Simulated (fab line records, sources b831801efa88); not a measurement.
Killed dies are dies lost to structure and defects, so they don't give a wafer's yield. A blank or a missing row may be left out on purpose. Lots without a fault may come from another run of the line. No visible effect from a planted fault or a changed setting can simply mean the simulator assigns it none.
A lot that was struck, set against a sound lot / flow sky130 / 35 steps out of a route of 708
Sound: these wafers, L639.2, L639.3, L639.4. The struck wafers were L642.1, L642.2, L642.3. At the end, the cause is stated.
Order at every step that has rows: each side's tool, ch and its chambers, its first start. Under that, the readings that differ: sound wafers / struck wafers / difference of the means / sigmas: that difference in standard deviations of wafers without a fault.
alike: readings whose means differ by less than 2 such deviations, and words and numbers that are the same on both sides. not compared: withheld readings, readings that some wafer has no value for, bounds like >300 that may hide the same value, and numbers for which the record gives no deviation and whose values overlap.
The two part at a step that has a row with sigmas, a row that says differs or no value, or rows on one side only. When numbers do not overlap yet have no deviation, they are printed without sigmas and do not part them. A reading that every wafer of one side lacks parts them only if that side has two wafers or more.

first, 8 steps without rows for these wafers: SKY_CAP2M_SPUTTER_02 (material TiN, target thk 200 nm, time 166.7 s); SKY_CAP2M_DEHYDRATE_05 (time 60 s); SKY_CAP2M_HMDS_06 (prime time 60 s); SKY_CAP2M_COAT_07 (resist thk 1140 nm); SKY_CAP2M_SOFTBAKE_08 (time 60 s); SKY_CAP2M_EXPOSE_09 (exposes mask CAP2M, target cd 1000 nm); SKY_CAP2M_PEB_10; SKY_CAP2M_DEVELOP_11 (develop time 60 s).
SKY_CAP2M_METAL_ETCH_13: etches TiN in Cl2/BCl3, stops on SiO2, target depth 220 nm, time 62.9 s.
  sound on rie metal-03 ch 1, day 44 13:11; struck on rie metal-03 ch 1, day 45 01:35
  alike: drypump motor current A, he backside leak sccm, oes product au, throttle valve pct
  not compared: rf hours counter h
then, 25 steps without rows for these wafers: SKY_CAP2M_STRIP_14 (strips in O2/N2); SKY_CAP2M_STRIP_15 (strips in post etch residue remover, time 1200 s); SKY_CAP2M_CLEAN_16 (cleans in IPA, time 180 s); SKY_CAP2M_CLEAN_17 (cleans in O3/DIW); SKY_METAL4_DEHYDRATE_05 (time 60 s); SKY_METAL4_HMDS_06 (prime time 60 s); SKY_METAL4_COAT_07 (resist thk 60 nm); SKY_METAL4_COAT_08 (resist thk 1140 nm); SKY_METAL4_SOFTBAKE_09 (time 90 s); SKY_METAL4_EXPOSE_10 (exposes mask MM4, target cd 300 nm); SKY_METAL4_PEB_11; SKY_METAL4_DEVELOP_12 (develop time 60 s); SKY_METAL4_DESCUM_15 (chemistry O2, time 8 s); SKY_METAL4_ETCH_16 (etches BARC in N2/H2, stops on SiO2, time 88.2 s, target depth 60 nm); SKY_METAL4_ETCH_17 (etches SiO2 in C4F8/O2/Ar, stops on TiN, time 3.9 s, target depth 15 nm); SKY_METAL4_METAL_ETCH_18 (etches the open film in Cl2/BCl3, stops on SiO2, target depth 845 nm, time 183.1 s); SKY_METAL4_STRIP_19 (strips in O2/N2); SKY_METAL4_STRIP_20 (strips in post etch residue remover, time 1200 s); SKY_METAL4_CLEAN_21 (cleans in IPA, time 180 s); SKY_METAL4_CLEAN_22 (cleans in O3/DIW); SKY_VIA4_HDPCVD_00 (deposits SiO2, target thk 1750 nm, time 291.7 s); SKY_VIA4_CMP_02 (polishes SiO2); SKY_VIA4_DEHYDRATE_04 (time 60 s); SKY_VIA4_HMDS_05 (prime time 60 s); SKY_VIA4_COAT_06 (resist thk 1140 nm).
-- the record jumps here: 4 days lie between the struck wafers' starts before and after (it left off in module VIA4 and takes up again in module PAD_OPEN, whose first step shown is number 708 of the route) --
SKY_PAD_OPEN_PROBE_99:
  sound on prober-02 at day 49 01:07; struck on prober-01 at day 49 10:53
reading=defect limited yield (%); sound=82.7 87.8 83.1; struck=71.3 75.4 72.6; difference=-11.4; sigmas=-5
reading=killed_at_M0_to_M3; sound=34 26 40; struck=61 45 49; difference=+18; sigmas=+2
reading=killed at other; sound=0 0 0; struck=39 42 43; difference=+41; sigmas=+94
reading=killed dies; sound=85 60 83; struck=141 121 135; difference=+56; sigmas=+6
reading=sort_bin_3_pad_short (%); sound=0.4 0.6 0.8; struck=2.2 0.4 3.3; difference=+1.4; sigmas=+3
reading=sort_bin_5_function (%); sound=11.2 7.5 9.8; struck=18.5 17.3 16.9; difference=+8.1; sigmas=+5
reading=sort n pass; sound=407 432 409; struck=351 371 357; difference=-56; sigmas=-6
reading=sort yield pct (%); sound=82.7 87.8 83.1; struck=71.3 75.4 72.6; difference=-11.4; sigmas=-5
reading=model.etest.tester.sort n pass; sound=407 432 409; struck=351 371 357; difference=-56; sigmas=
reading=model.etest.tester.sort yield pct (%); sound=82.72 87.8 83.13; struck=71.34 75.41 72.56; difference=-11.45; sigmas=
reading=model.etest.tester.sort_bin_5_pct (%); sound=11.18 7.52 9.756; struck=18.5 17.28 16.87; difference=+8.1; sigmas=
  alike: killed_at_M4_up, killed at contacts, killed at front end, killed open, killed short, sort_bin_6_memory
  not compared: model.etest.tester.sort_bin_3_pct

## WHERE THEY PART
At SKY_PAD_OPEN_PROBE_99 and nowhere else, as far as this record goes.

WHY: the cause the simulator had injected
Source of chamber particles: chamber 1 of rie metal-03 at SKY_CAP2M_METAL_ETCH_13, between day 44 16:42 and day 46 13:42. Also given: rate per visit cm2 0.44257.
